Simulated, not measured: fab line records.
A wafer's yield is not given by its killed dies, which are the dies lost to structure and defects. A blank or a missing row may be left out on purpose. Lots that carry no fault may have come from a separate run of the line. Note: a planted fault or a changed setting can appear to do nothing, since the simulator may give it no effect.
A struck lot beside a sound one | flow sky130 | 43 out of 708 route steps
Sound: the wafers L141.3, L141.4, L141.5. Struck: wafers L145.2, L145.3, L145.4. The cause comes at the end.
For every step that has rows: the tool of each side, followed by ch and its chambers, followed by its first start. Under that, the readings that differ: sound wafers | struck wafers | difference of the means | sigmas: that difference in standard deviations of wafers without a fault.
alike: same words and numbers on both sides, and readings whose means sit less than 2 such deviations apart. not compared: any withheld reading, any reading some wafer has no value for, any bound like >300 that may hide the same value, and any number with overlapping values for which the record gives no deviation.
Wherever a step has rows on one side only, a row that says differs or no value, or a row with sigmas, the two part there. Numbers that have no deviation but don't overlap get no sigmas and don't part them. A reading missing from all wafers of one side parts the sides only when that side holds two or more wafers.

first, 7 steps without rows for these wafers: SKY_FIELD_ISO_HMDS_06 (prime time 60 s); SKY_FIELD_ISO_COAT_07 (resist thk 60 nm); SKY_FIELD_ISO_COAT_08 (resist thk 450 nm); SKY_FIELD_ISO_SOFTBAKE_09 (time 90 s); SKY_FIELD_ISO_EXPOSE_10 (exposes mask FOM, target cd 150 nm); SKY_FIELD_ISO_PEB_11; SKY_FIELD_ISO_DEVELOP_12 (develop time 60 s).
SKY_FIELD_ISO_CD_MEAS_13: target cd 150 nm.
  struck on cdSem-02, day 4 13:21; sound on cdSem-02, day 3 18:55
  alike: cdNm
SKY_FIELD_ISO_ETCH_14: etches BARC in N2/H2, stops on SiO2, time 45.9 s, target depth 60 nm.
  sound on rieDiel-03 ch 0,2,3, day 3 18:59; struck on rieDiel-03 ch 0,1,2, day 4 13:27
  alike: drypumpMotorCurrentA, oesProductAu, throttleValvePct
  not compared: rfHoursCounterH
SKY_FIELD_ISO_ETCH_15: etches the open film in CHF3/O2, stops on Si, target depth 180 nm, time 72 s.
  sound on rieDiel-03 ch 0,2,3, day 3 19:02; struck on rieDiel-03 ch 0,1,2, day 4 13:29
  alike: drypumpMotorCurrentA, oesProductAu, throttleValvePct
  not compared: rfHoursCounterH
SKY_FIELD_ISO_STRIP_16: strips in O2/N2.
  sound on plasmaAsher-02 ch 0,1, day 3 19:07; struck on plasmaAsher-02 ch 0,1, day 4 13:33
  alike: drypumpMotorCurrentA, oesProductAu, stripTimeToEndpointS
  not compared: rfHoursCounterH
SKY_FIELD_ISO_ETCH_17: etches Si in HBr/Cl2/O2, target depth 342 nm, time 97.7 s.
  sound on rieSi-01 ch 1,3, day 3 19:11; struck on rieSi-02 ch 0,1,2, day 4 13:39
  alike: drypumpMotorCurrentA, oesProductAu, throttleValvePct
  not compared: rfHoursCounterH
SKY_FIELD_ISO_WET_ETCH_18: etches Si3N4 in H3PO4, target depth 25 nm, time 286 s.
  sound on wetBench-04 ch 0, day 3 19:19; struck on wetBench-04 ch 1, day 4 13:43
then, 4 steps without rows for these wafers: SKY_FIELD_ISO_CLEAN_19 (cleans in SC1/SC2, time 150 s); SKY_FIELD_ISO_CLEAN_20 (cleans in dHF, time 20 s); SKY_FIELD_ISO_WET_ETCH_21 (etches SiO2 in dHF, target depth 20 nm, time 400 s); SKY_FIELD_ISO_OXIDATION_22 (stabilise 600 s, purge 300 s, target thk 10 nm).
SKY_FIELD_ISO_THK_MEAS_23:
  struck on filmMetro-03, day 4 16:09; sound on filmMetro-03, day 3 21:55
  alike: FIELD_ISO_OXIDATION_01_THK
then, 1 step without rows for these wafers: SKY_FIELD_ISO_CVD_24 (deposits SiO2, target thk 595 nm, time 99.2 s).
SKY_FIELD_ISO_THK_MEAS_25:
  struck on filmMetro-03, day 4 16:17; sound on filmMetro-02, day 3 22:02
  alike: FIELD_ISO_CVD_24_THK
then, 1 step without rows for these wafers: SKY_FIELD_ISO_ANNEAL_26 (time 1800 s).
SKY_FIELD_ISO_CMP_27: polishes, stops on Si3N4, t overpolish 15.25 s, target thk 457.8 nm.
  sound on cmp-01 ch 0,1,3, day 4 00:59; struck on cmp-01 ch 0,2,3, day 4 18:38
  alike: motorCurrentA, overpolishRunS, retainingRingPressureFrac, slurryFilterDpKPa, timeToEndpointS
then, 5 steps without rows for these wafers: SKY_FIELD_ISO_WET_ETCH_28 (etches SiO2 in dHF, target depth 23.7 nm, time 47 s); SKY_FIELD_ISO_WET_ETCH_29 (etches Si3N4 in H3PO4, target depth 160 nm, time 1825 s); SKY_FIELD_ISO_WET_ETCH_30 (etches SiO2 in dHF, target depth 25 nm, time 50 s); SKY_NWELL_CLEAN_00 (cleans in SC1/SC2, time 150 s); SKY_NWELL_OXIDATION_01 (stabilise 600 s, purge 300 s, target thk 10 nm).
SKY_NWELL_THK_MEAS_02:
  struck on filmMetro-02, day 4 23:19; sound on filmMetro-01, day 4 03:31
  alike: NWELL_OXIDATION_THK
then, 9 steps without rows for these wafers: SKY_DNWELL_DEHYDRATE_00 (time 60 s); SKY_DNWELL_HMDS_01 (prime time 60 s); SKY_DNWELL_COAT_02 (resist thk 3000 nm); SKY_DNWELL_SOFTBAKE_03; SKY_DNWELL_EXPOSE_04 (exposes mask DNM, target cd 3000 nm); SKY_DNWELL_PEB_05; SKY_DNWELL_DEVELOP_06 (develop time 60 s); SKY_DNWELL_IMPLANT_07; SKY_DNWELL_STRIP_08 (strips in O2/N2).
SKY_DNWELL_TW_MEAS_09:
  struck on filmMetro-04, day 5 18:01; sound on filmMetro-04, day 4 19:38
  alike: DNWELL_TW
then, 4 steps without rows for these wafers: SKY_PWDE_DEHYDRATE_00 (time 60 s); SKY_PWDE_HMDS_01 (prime time 60 s); SKY_PWDE_COAT_02 (resist thk 3000 nm); SKY_PWDE_SOFTBAKE_03.
-- the record jumps here: 43 days lie between the struck wafers' starts before and after (it left off in module PWDE and takes up again in module PAD_OPEN, whose first step shown is number 708 of the route) --
SKY_PAD_OPEN_PROBE_99:
  record: rows for the struck wafers here (prober-02, day 48 23:40), none for the sound ones

## WHERE THEY PART
At SKY_PAD_OPEN_PROBE_99 and nowhere else, as far as this record goes.

WHY: the cause the simulator had injected
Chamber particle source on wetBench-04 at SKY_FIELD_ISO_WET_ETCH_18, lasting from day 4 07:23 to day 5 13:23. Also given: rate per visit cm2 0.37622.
